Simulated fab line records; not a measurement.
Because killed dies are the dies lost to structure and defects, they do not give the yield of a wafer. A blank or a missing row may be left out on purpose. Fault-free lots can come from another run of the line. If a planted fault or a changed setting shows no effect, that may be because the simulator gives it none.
fab line records | flow sfq-line
[record] lots = 15 wafers = 45 last-day = 81
route steps=325 shown R5@224 M7@293 I7@297
lots with no fault: from the same line, run without faults
start-h: hours from the record's first day to the start of the lot's first wafer shown | wait-h: hours since the lot's step before | " the same as in the row above | L1.1+2: several wafers, shown together as one row | - no value present, or no start provided | * or withheld: withheld | < > ~ a bound
route shown NAME@n: a module of which the file shows steps, and the number in the route of the first | usual: average and standard deviation across the fault-free wafers | same: alike in all rows | chamber/n: place in a boat | sites: per-site readings | _std_site: the values' standard deviation | _edge_site: mean of outer sites minus mean of inner sites | radius-mm: for every site, how far away it sits from the centre of the wafer | mask NAME#n: copy n | behind: the most recent tool/chamber to have shaped the wafer | hold: reason for holding the lot/hours on hold/outcome of the hold | device: which transistor (n, p or np) failed to switch | end of line: tests run on the same wafers once the route is complete | a step without rows: its recipe alone | killed: dies that structure and defects cost at the first sort, which is not the same as the wafer's yield | map: the dies of a wafer, with x for killed, . for not killed, _ for no die there
set.NAME: the setting as run; set.NAME@STEP: as run at that earlier step | model.NAME: the simulator's own value behind a step, which no gauge read
steps of the route over a sample of lots; a table a step, a row a wafer
services: from which hour (start-h, from the record's first day; less than 0 if before it) a tool's chamber was out of use, for how many hours, and why
[[steps]]
[step SFQ_TRILAYER_R5_BARC_OPEN_METAL_ETCH_177]
[recipe] mask-material = PR chemistry = O2 target-depth-nm = 125 target = BARC icp-w = 600 bias-w = 80 pressure-mtorr = 10 time-s = 41.7
[usual] bias-w = 79.99/0.24 drypump-motor-current-A = 5.9/0.3 he-backside-leak-sccm = 3.44/0.18 oes-product-au = 0.686/0.0049
// columns lot.wafer tool chamber start-h wait-h bias-w drypump-motor-current-A he-backside-leak-sccm oes-product-au rf-hours-counter-h
L901.3 rie-metal-01 0 1110.59 0.0 80.03 5.8 3.43 0.686 -
L901.4 " 1 " " 79.80 5.7 3.23 0.683 -
L901.5 " 0 " " 79.77 5.8 3.49 0.690 -
L902.1 rie-metal-04 1 1111.77 0.0 80.24 5.7 3.40 0.686 21
L902.5 " 0 " " 80.44 6.3 3.33 0.689 -
L902.6 " 1 " " 80.08 5.7 3.37 0.681 -
L904.4 rie-metal-04 0 1115.39 0.0 79.58 6.3 3.60 0.678 -
L904.5 " 1 " " 79.69 5.7 3.39 0.680 -
L904.6 " 0 " " 80.14 6.3 3.46 0.696 -
L905.3 rie-metal-03 0 1117.79 0.0 80.19 5.5 3.19 0.690 -
L905.4 " 1 " " 79.88 6.3 3.33 0.683 -
L905.5 " 1 " " 80.29 6.3 3.38 0.679 -
L907.1 rie-metal-03 0 1127.37 0.0 80.01 5.6 3.42 0.684 38
L907.2 " 1 " " 79.95 6.3 3.59 0.684 6
L907.4 " 1 " " 79.88 6.3 3.63 0.688 -
L909.1 rie-metal-01 0 1152.57 0.0 79.83 5.8 3.84 0.679 29
L909.3 " 0 " " 79.71 5.8 4.01 0.690 -
L909.4 " 1 " " 80.21 5.8 3.40 0.689 -
L910.1 rie-metal-04 1 1187.28 0.0 79.67 5.7 3.35 0.684 33
L910.4 " 0 " " 79.90 6.3 3.36 0.687 -
L910.5 " 0 " " 80.12 6.3 3.44 0.695 -
L911.2 rie-metal-04 1 1448.65 0.0 79.88 5.7 3.42 0.685 74
L911.3 " 0 " " 80.16 6.3 3.16 0.680 -
L911.6 " 1 " " 79.64 5.7 3.62 0.689 -
L912.1 rie-metal-04 1 1449.85 0.0 80.40 5.7 3.39 0.682 75
L912.3 " 0 " " 79.73 6.3 3.37 0.688 -
L912.4 " 1 " " 80.33 5.7 3.26 0.684 -
L913.1 rie-metal-04 0 1456.17 0.0 80.21 6.3 3.36 0.692 131
L913.2 " 1 " " 80.28 5.7 3.51 0.696 76
L913.6 " 0 " " 80.16 6.3 3.04 0.686 -
L918.2 rie-metal-03 0 1540.93 0.0 80.06 5.5 3.39 0.683 99
L918.3 " 0 " " 79.98 5.5 3.49 0.686 -
L918.5 " 0 " " 80.18 5.5 3.46 0.681 -
L919.2 rie-metal-04 1 1543.33 0.0 79.80 5.7 3.66 0.680 89
L919.4 " 0 " " 79.59 6.3 3.84 0.678 -
L919.5 " 0 " " 79.84 6.3 3.79 0.683 -
L920.1 rie-metal-03 1 1544.53 0.0 80.06 6.3 3.59 0.686 64
L920.2 " 0 " " 79.93 5.5 3.41 0.693 100
L920.3 " 0 " " 79.92 5.5 3.47 0.695 -
L921.1 rie-metal-01 0 1545.73 0.0 79.91 5.8 3.62 0.685 87
L921.4 " 0 " " 79.62 5.8 3.66 0.684 -
L921.5 " 1 " " 79.95 5.8 3.27 0.684 -
L922.2 rie-metal-03 1 1551.73 0.0 80.38 6.3 3.48 0.690 64
L922.4 " 0 " " 80.41 5.6 3.46 0.674 -
L922.5 " 1 " " 79.74 6.3 3.55 0.683 -
[step SFQ_TRILAYER_M7_ETCH_METAL_ETCH_180]
[recipe] target = Nb stop-on = SiO2 mask-material = PR chemistry = Cl2/Ar target-depth-nm = 240 icp-w = 600 bias-w = 80 pressure-mtorr = 10 time-s = 120
[usual] bias-w = 80.01/0.24 drypump-motor-current-A = 5.9/0.46 he-backside-leak-sccm = 3.42/0.13 oes-product-au = 0.896/0.0075
// columns lot.wafer tool chamber start-h wait-h bias-w drypump-motor-current-A he-backside-leak-sccm oes-product-au rf-hours-counter-h
L901.3 rie-metal-04 1 1484.64 0.1 80.00 5.7 3.40 0.893 -
L901.4 " 0 " " 80.28 6.3 3.64 0.888 -
L901.5 " 0 " " 79.61 6.3 3.56 0.884 -
L902.1 rie-metal-03 0 1493.05 0.1 79.72 5.5 3.50 0.909 91
L902.5 " 0 " " 80.00 5.5 3.50 0.914 -
L902.6 " 0 " " 79.62 5.5 3.44 0.904 -
L904.4 rie-metal-03 0 1585.56 0.1 80.17 5.6 3.58 0.892 -
L904.5 " 0 " " 80.26 5.5 3.49 0.896 -
L904.6 " 1 " " 80.23 6.3 3.65 0.895 -
L905.3 rie-metal-03 1 1598.89 0.1 80.46 6.3 3.39 0.893 -
L905.4 " 0 " " 80.05 5.6 3.35 0.888 -
L905.5 " 0 " " 80.69 5.5 3.39 0.885 -
L907.1 rie-metal-02 1 1619.09 0.0 79.65 5.2 3.46 0.887 76
L907.2 " 0 " " 80.45 6.5 3.44 0.885 41
L907.4 " 0 " " 80.22 6.5 3.35 0.890 -
L909.1 rie-metal-02 0 1621.49 0.0 80.17 6.5 3.38 0.907 42
L909.3 " 1 " " 80.02 5.2 3.27 0.903 -
L909.4 " 0 " " 80.00 6.5 3.34 0.901 -
L910.1 rie-metal-03 1 1622.69 0.0 80.03 6.3 3.57 0.899 74
L910.4 " 0 " " 79.80 5.5 3.29 0.912 -
L910.5 " 0 " " 79.46 5.6 3.40 0.906 -
L911.2 rie-metal-02 0 1623.89 0.0 79.98 6.5 3.31 0.898 42
L911.3 " 1 " " 80.23 5.2 3.47 0.894 -
L911.6 " 0 " " 80.25 6.5 3.32 0.899 -
L912.1 rie-metal-04 0 1628.69 0.0 80.25 6.4 3.36 0.902 6
L912.3 " 1 " " 79.87 5.7 3.30 0.905 -
L912.4 " 0 " " 79.71 6.3 3.29 0.908 -
L913.1 rie-metal-03 0 1629.89 0.0 79.72 5.6 3.51 0.886 111
L913.2 " 1 " " 79.70 6.3 3.66 0.887 75
L913.6 " 0 " " 80.18 5.6 3.41 0.885 -
L918.2 rie-metal-04 1 1774.84 0.0 79.51 5.7 3.51 0.893 127
L918.3 " 1 " " 79.91 5.7 3.48 0.897 -
L918.5 " 0 " " 80.04 6.3 3.08 0.901 -
L919.2 rie-metal-02 1 1776.04 0.0 80.03 5.2 3.34 0.897 99
L919.4 " 1 " " 79.67 5.2 3.38 0.899 -
L919.5 " 1 " " 79.82 5.2 3.41 0.894 -
L920.1 rie-metal-02 1 1778.44 0.0 79.86 5.2 3.42 0.908 100
L920.2 " 0 " " 79.75 6.5 3.42 0.898 68
L920.3 " 1 " " 79.94 5.2 3.64 0.897 -
L921.1 rie-metal-04 1 1780.84 0.0 80.05 5.7 3.49 0.893 128
L921.4 " 0 " " 80.11 6.3 3.21 0.886 -
L921.5 " 1 " " 79.84 5.7 3.36 0.897 -
L922.2 rie-metal-03 1 1783.24 0.0 79.85 6.3 3.49 0.899 101
L922.4 " 1 " " 79.53 6.3 3.44 0.896 -
L922.5 " 0 " " 79.98 5.5 3.59 0.889 -
[step SFQ_TRILAYER_I7_CMP_CMP_184]
[recipe] material = SiO2 down-force-psi = 3 platen-rpm = 60 pad-velocity-m-s = 0.94248
[usual] motor-current-A = 10.3/0.84 platen-rpm = 60.00/0.039 time-to-endpoint-s = 216/7.2
// columns lot.wafer tool chamber start-h wait-h motor-current-A platen-rpm time-to-endpoint-s
L901.3 cmp-01 1 1497.69 12.2 11.4 60.08 212
L901.4 " 2 " " 10.1 60.04 211
L901.5 " 0 1499.19 13.6 11.3 60.03 219
L902.1 cmp-02 2 1505.89 11.0 9.8 60.00 203
L902.6 " 0 1506.89 12.0 11.0 59.99 206
L902.5 " 1 " " 8.9 60.03 216
L904.4 cmp-02 2 1588.04 1.5 9.5 59.99 221
L904.6 " 3 " " 10.0 59.98 210
L904.5 " 0 " " 11.4 59.97 215
L905.4 cmp-02 1 1600.32 0.5 9.0 60.07 210
L905.3 " 3 1601.32 1.5 10.1 60.08 209
L905.5 " 1 1602.32 2.5 9.2 60.00 211
L907.2 cmp-02 1 1622.02 2.0 8.8 59.99 211
L907.4 " 2 " " 10.1 60.07 220
L907.1 " 3 " " 9.9 60.00 206
L909.1 cmp-01 1 1626.82 4.4 11.0 59.99 201
L909.4 " 2 " " 9.9 60.06 213
L909.3 " 3 " " 10.6 59.96 214
L910.1 cmp-01 1 1629.82 6.2 11.2 60.04 201
L910.4 " 0 1631.32 7.7 11.4 59.96 201
L910.5 " 1 " " 10.7 59.96 199
L911.2 cmp-02 1 1630.92 6.1 9.1 60.05 222
L911.3 " 2 " " 9.5 59.99 216
L911.6 " 2 1633.42 8.6 9.4 59.96 216
L912.3 cmp-02 2 1636.92 7.3 9.6 60.01 220
L912.1 " 3 " " 10.0 59.98 208
L912.4 " 0 " " 10.5 60.02 216
L913.1 cmp-01 2 1639.32 8.5 10.4 60.02 206
L913.2 " 0 1640.32 9.5 11.9 59.94 212
L913.6 " 2 1641.32 10.5 9.9 60.00 205
L918.3 cmp-02 3 1779.27 3.5 10.5 59.98 210
L918.2 " 2 1780.77 5.0 10.0 59.97 212
L918.5 " 3 " " 10.5 60.03 223
L919.4 cmp-02 0 1782.27 5.2 11.1 59.95 216
L919.2 " 1 " " 9.1 59.89 216
L919.5 " 1 1784.77 7.7 9.0 59.98 225
L920.2 cmp-02 3 1785.27 5.9 9.8 59.97 211
L920.3 " 1 1786.27 6.9 8.9 59.96 216
L920.1 " 2 " " 10.1 60.00 221
L921.1 cmp-02 1 1788.27 6.5 8.7 59.99 218
L921.4 " 2 " " 9.6 60.07 228
L921.5 " 1 1790.27 8.4 9.3 60.05 223
L922.2 cmp-01 1 1789.91 5.7 11.5 59.93 214
L922.4 " 3 1790.91 6.7 11.3 59.97 223
L922.5 " 1 1791.91 7.7 11.2 60.03 215
[step SFQ_I7_BOW_MEAS_946]
[recipe] mode = bow
[usual] I7_BOW = 5/11
// columns lot.wafer tool chamber start-h wait-h I7_BOW[um]
L901.3 film-metro-04 - 1499.73 1.5 1
L901.4 " - " " -10
L901.5 " - " " 4
L902.1 film-metro-03 - 1507.89 1.5 11
L902.5 " - " " 1
L902.6 " - " " 11
L904.4 film-metro-04 - 1589.60 1.1 26
L904.5 " - " " 15
L904.6 " - " " 24
L905.3 film-metro-03 - 1602.86 1.0 10
L905.4 " - " " 17
L905.5 " - " " 18
L907.1 film-metro-04 - 1625.02 1.5 21
L907.2 " - " " 19
L907.4 " - " " 7
L909.1 film-metro-04 - 1629.82 2.5 29
L909.3 " - " " 31
L909.4 " - " " 32
L909.1 film-metro-04 - 1631.14 1.3 -
L909.3 " - " " -
L909.4 " - " " -
L910.1 film-metro-02 - 1632.82 2.5 25
L910.4 " - " " 5
L910.5 " - " " 4
L910.1 film-metro-02 - 1634.14 1.3 -
L910.4 " - " " -
L910.5 " - " " -
L911.2 film-metro-03 - 1633.94 2.5 -1
L911.3 " - " " -6
L911.6 " - " " -8
L912.1 film-metro-04 - 1639.92 2.0 -2
L912.3 " - " " 14
L912.4 " - " " 7
L913.1 film-metro-02 - 1641.82 2.0 3
L913.2 " - " " 4
L913.6 " - " " 15
L913.1 film-metro-02 - 1643.14 1.3 -
L913.2 " - " " -
L913.6 " - " " -
L918.2 film-metro-04 - 1782.29 1.0 18
L918.3 " - " " 9
L918.5 " - " " 16
L919.2 film-metro-03 - 1785.29 2.0 9
L919.4 " - " " 9
L919.5 " - " " 15
L920.1 film-metro-03 - 1788.27 1.0 -1
L920.2 " - " " -14
L920.3 " - " " -6
L921.1 film-metro-02 - 1791.27 2.5 0
L921.4 " - " " -14
L921.5 " - " " -3
L922.2 film-metro-03 - 1792.43 2.0 -10
L922.4 " - " " -15
L922.5 " - " " -14
[step SFQ_TRILAYER_I7_METRO_MEASURE_185]
[usual] thk-nm = 200.0/0.89
// columns lot.wafer tool chamber start-h wait-h thk-nm
L901.3 film-metro-04 - 1500.21 0.5 201.2
L901.4 " - " " 199.6
L901.5 " - " " 200.2
L902.1 film-metro-03 - 1508.01 0.1 200.4
L902.5 " - " " 199.7
L902.6 " - " " 197.7
L904.4 film-metro-04 - 1590.26 0.6 200.5
L904.5 " - " " 198.0
L904.6 " - " " 199.8
L905.3 film-metro-03 - 1603.34 0.5 199.8
L905.4 " - " " 200.0
L905.5 " - " " 199.8
L907.1 film-metro-04 - 1625.14 0.1 199.3
L907.2 " - " " 201.7
L907.4 " - " " 200.4
L911.2 film-metro-03 - 1634.24 0.3 200.6
L911.3 " - " " 200.7
L911.6 " - " " 199.6
L909.1 film-metro-04 - 1636.19 5.0 220.0
L909.3 " - " " 221.5
L909.4 " - " " 219.6
L909.1 film-metro-04 - 1638.24 1.8 220.3
L909.3 " - " " 221.5
L909.4 " - " " 219.6
L910.1 film-metro-02 - 1637.33 3.2 220.4
L910.4 " - " " 221.1
L910.5 " - " " 220.4
L910.1 film-metro-02 - 1638.69 1.2 220.2
L910.4 " - " " 221.0
L910.5 " - " " 220.4
L912.1 film-metro-04 - 1640.04 0.1 199.7
L912.3 " - " " 199.9
L912.4 " - " " 199.7
L913.1 film-metro-02 - 1645.97 2.8 220.1
L913.2 " - " " 220.4
L913.6 " - " " 219.4
L913.1 film-metro-02 - 1647.34 1.2 220.1
L913.2 " - " " 220.2
L913.6 " - " " 219.5
L918.2 film-metro-04 - 1782.59 0.3 201.4
L918.3 " - " " 198.9
L918.5 " - " " 198.8
L919.2 film-metro-03 - 1785.59 0.3 199.8
L919.4 " - " " 198.9
L919.5 " - " " 200.1
L920.1 film-metro-03 - 1788.39 0.1 200.4
L920.2 " - " " 200.0
L920.3 " - " " 201.0
L921.1 film-metro-02 - 1791.39 0.1 200.2
L921.4 " - " " 199.8
L921.5 " - " " 200.0
L922.2 film-metro-03 - 1792.73 0.3 199.8
L922.4 " - " " 201.1
L922.5 " - " " 198.5
[step SFQ_TRILAYER_I7_VIA_ETCH_VIA_ETCH_190]
[recipe] target = SiO2 stop-on = Nb mask-material = PR taper-deg = 20 chemistry = CHF3 target-depth-nm = 260 source-w = 500 bias-w = 80 pressure-mtorr = 30 time-s = withheld
[usual] bias-w = 80.00/0.25 drypump-motor-current-A = 5.8/0.49 oes-product-au = 0.854/0.005
// columns lot.wafer tool chamber start-h wait-h bias-w drypump-motor-current-A oes-product-au
L901.3 rie-diel-02 0 1531.22 0.0 79.69 6.5 0.859
L901.4 " 1 " " 80.40 5.4 0.851
L901.5 " 2 " " 79.68 5.4 0.846
L902.1 rie-diel-04 1 1532.42 0.0 79.68 5.4 0.861
L902.5 " 1 " " 80.04 5.3 0.851
L902.6 " 0 " " 80.03 6.1 0.848
L904.4 rie-diel-03 2 1593.18 0.0 80.12 6.4 0.849
L904.5 " 0 " " 80.77 6.4 0.842
L904.6 " 1 " " 80.31 5.5 0.849
L905.3 rie-diel-03 1 1606.59 0.0 80.11 5.6 0.865
L905.4 " 0 " " 80.01 6.5 0.854
L905.5 " 1 " " 79.95 5.5 0.855
L907.1 rie-diel-03 1 1631.19 0.0 80.04 5.6 0.852
L907.2 " 3 " " 79.86 5.0 0.851
L907.4 " 0 " " 79.75 6.4 0.851
L909.1 rie-diel-04 0 1698.49 0.0 80.25 6.1 0.899
L909.3 " 3 " " 80.50 5.6 0.904
L909.4 " 2 " " 80.15 6.1 0.904
L910.1 rie-diel-03 3 1703.72 0.0 79.35 5.0 0.904
L910.4 " 2 " " 80.09 6.4 0.906
L910.5 " 0 " " 79.81 6.4 0.912
L911.2 rie-diel-04 2 1706.12 0.0 79.92 6.1 0.858
L911.3 " 1 " " 80.01 5.3 0.865
L911.6 " 0 " " 80.23 6.1 0.847
L912.1 rie-diel-02 0 1713.07 0.0 80.15 6.5 0.859
L912.3 " 1 " " 79.75 5.4 0.854
L912.4 " 2 " " 80.28 5.4 0.847
L913.1 rie-diel-03 0 1714.39 0.0 79.96 6.5 0.899
L913.2 " 3 " " 79.48 5.0 0.894
L913.6 " 1 " " 79.84 5.6 0.901
L918.2 rie-diel-04 1 1852.98 0.0 79.65 5.4 0.855
L918.3 " 3 " " 80.06 5.6 0.851
L918.5 " 1 " " 80.01 5.4 0.853
L919.2 rie-diel-03 3 1854.18 0.0 79.78 5.0 0.855
L919.4 " 1 " " 79.97 5.6 0.849
L919.5 " 3 " " 80.35 5.0 0.850
L920.1 rie-diel-02 0 1857.78 0.0 80.02 6.4 0.853
L920.2 " 3 " " 79.83 6.2 0.855
L920.3 " 1 " " 80.08 5.4 0.858
L921.1 rie-diel-02 0 1862.58 0.0 79.83 6.4 0.849
L921.4 " 1 " " 80.12 5.4 0.863
L921.5 " 3 " " 79.68 6.3 0.853
L922.2 rie-diel-04 1 1864.98 0.0 79.68 5.3 0.849
L922.4 " 0 " " 79.44 6.1 0.852
L922.5 " 3 " " 80.05 5.5 0.864
[step SFQ_TRILAYER_I7_VIA_STRIP_STRIP_191]
[recipe] gas = O2 power-w = 200 platen-temp-c = 40 overash-fraction = 0.65 chemistry = O2 pressure-mtorr = 50
[usual] drypump-motor-current-A = 6.0/0.39 he-backside-leak-sccm = 3.5/0.34 oes-product-au = 1.007/0.009
// columns lot.wafer tool chamber start-h wait-h drypump-motor-current-A he-backside-leak-sccm oes-product-au rf-hours-counter-h
L901.3 rie-metal-03 0 1531.53 - 5.6 3.5 1.002 -
L901.4 " 1 " " 6.3 3.4 1.007 -
L901.5 " 0 " " 5.5 3.4 0.999 -
L902.1 rie-metal-01 0 1532.53 - 5.8 3.6 1.009 85
L902.5 " 0 " " 5.7 3.7 1.009 -
L902.6 " 1 " " 5.8 3.5 0.984 -
L904.4 rie-metal-01 1 1593.50 - 5.7 3.5 1.003 -
L904.5 " 1 " " 5.7 3.4 0.998 -
L904.6 " 0 " " 5.7 3.4 1.010 -
L905.3 rie-metal-01 1 1606.91 - 5.7 3.5 0.995 -
L905.4 " 0 " " 5.8 3.4 1.017 -
L905.5 " 0 " " 5.8 3.6 1.016 -
L907.1 rie-metal-01 0 1631.31 - 5.8 3.8 1.009 99
L907.2 " 1 " " 5.7 3.3 1.007 128
L907.4 " 1 " " 5.7 3.4 1.003 -
L909.1 rie-metal-02 0 1698.61 - 6.5 3.4 1.008 56
L909.3 " 1 " " 5.2 3.6 1.002 -
L909.4 " 0 " " 6.6 3.3 1.006 -
L910.1 rie-metal-03 1 1703.83 - 6.3 3.3 1.010 88
L910.4 " 1 " " 6.3 3.4 1.015 -
L910.5 " 1 " " 6.3 3.2 1.018 -
L911.2 rie-metal-03 1 1706.43 - 6.3 3.4 1.014 -
L911.3 " 1 " " 6.3 3.5 1.012 -
L911.6 " 1 " " 6.3 3.8 1.006 -
L912.1 rie-metal-02 0 1713.18 - 6.5 3.3 0.997 59
L912.3 " 0 " " 6.5 3.5 1.001 -
L912.4 " 0 " " 6.5 3.4 0.991 -
L913.1 rie-metal-03 1 1714.51 - 6.3 3.4 1.016 92
L913.2 " 0 " " 5.5 3.6 0.983 123
L913.6 " 0 " " 5.5 3.5 0.989 -
L918.2 rie-metal-01 0 1853.09 - 5.8 3.7 1.013 141
L918.3 " 0 " " 5.8 3.6 1.014 -
L918.5 " 1 " " 5.7 3.2 0.995 -
L919.2 rie-metal-03 1 1854.49 - 6.3 3.6 1.027 -
L919.4 " 1 " " 6.3 3.7 1.015 -
L919.5 " 1 " " 6.3 3.7 1.013 -
L920.1 rie-metal-01 0 1857.89 - 5.8 4.0 1.009 142
L920.2 " 1 " " 5.7 3.3 1.001 19
L920.3 " 1 " " 5.8 3.4 1.013 -
L921.1 rie-metal-02 1 1862.69 - 5.2 3.6 1.003 116
L921.4 " 0 " " 6.5 3.5 1.019 -
L921.5 " 0 " " 6.5 3.5 1.024 -
L922.2 rie-metal-03 1 1865.29 - 6.3 3.7 0.996 -
L922.4 " 1 " " 6.3 3.6 1.016 -
L922.5 " 1 " " 6.3 3.5 1.010 -
[[services]]
// columns tool chamber start-h hours kind
rie-metal-03 - 1118.96 0.3 repair
cmp-02 - 1189.89 4.5 repair
cmp-02 - 1191.83 1.5 repair
cmp-02 - 1213.80 5.4 repair
cmp-02 - 1229.82 1.4 repair
cmp-02 - 1244.15 5.0 pm
cmp-02 - 1253.39 6.7 pm
cmp-02 - 1260.08 4.0 pm
rie-metal-04 - 1313.00 1.2 repair
cmp-02 - 1364.77 0.6 repair
cmp-02 - 1391.90 4.4 repair
cmp-02 - 1420.08 0.8 repair
rie-metal-03 - 1435.74 28.1 pm
cmp-02 - 1436.23 1.8 repair
rie-metal-03 1 1490.74 13.0 repair
cmp-02 - 1543.68 1.2 repair
rie-metal-04 - 1576.27 0.4 repair
rie-metal-03 - 1649.64 4.3 pm
rie-metal-03 0 1660.05 4.1 repair
rie-metal-03 0 1702.99 9.1 repair
rie-metal-03 - 1709.06 2.0 repair
rie-metal-04 0 1758.31 10.0 repair
rie-metal-03 - 1758.80 0.3 repair
rie-metal-04 - 1824.80 1.0 repair
[[key]]
[first-sign] step = SFQ_TRILAYER_I7_CMP_CMP_184 reading = time-to-endpoint-s direction = down sigmas = 1.4 usual = * struck = *
[effect] step = SFQ_I7_BOW_MEAS_946 reading = visit direction = added
[effect] step = SFQ_TRILAYER_I7_METRO_MEASURE_185 reading = visit direction = added
[effect] step = SFQ_TRILAYER_I7_METRO_MEASURE_185 reading = thk-nm direction = up sigmas = 23 usual = 200.0 struck = 220.3
[effect] step = SFQ_TRILAYER_I7_VIA_ETCH_VIA_ETCH_190 reading = oes-product-au direction = up sigmas = 9.6 usual = 0.854 struck = 0.903
met-at SFQ_TRILAYER_I7_CMP_CMP_184
struck-lots L909,L910,L913
not-acting-at SFQ_TRILAYER_R5_BARC_OPEN_METAL_ETCH_177,SFQ_TRILAYER_M7_ETCH_METAL_ETCH_180,SFQ_TRILAYER_I7_VIA_STRIP_STRIP_191
[fault] kind = process-parameter-drift tool = cmp-01 chamber = - onset-h = 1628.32 steps = SFQ_TRILAYER_I7_CMP_CMP_184 channel = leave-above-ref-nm offset = 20 shape = step end-h = 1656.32 acts-in = these-recipes-only stated = 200
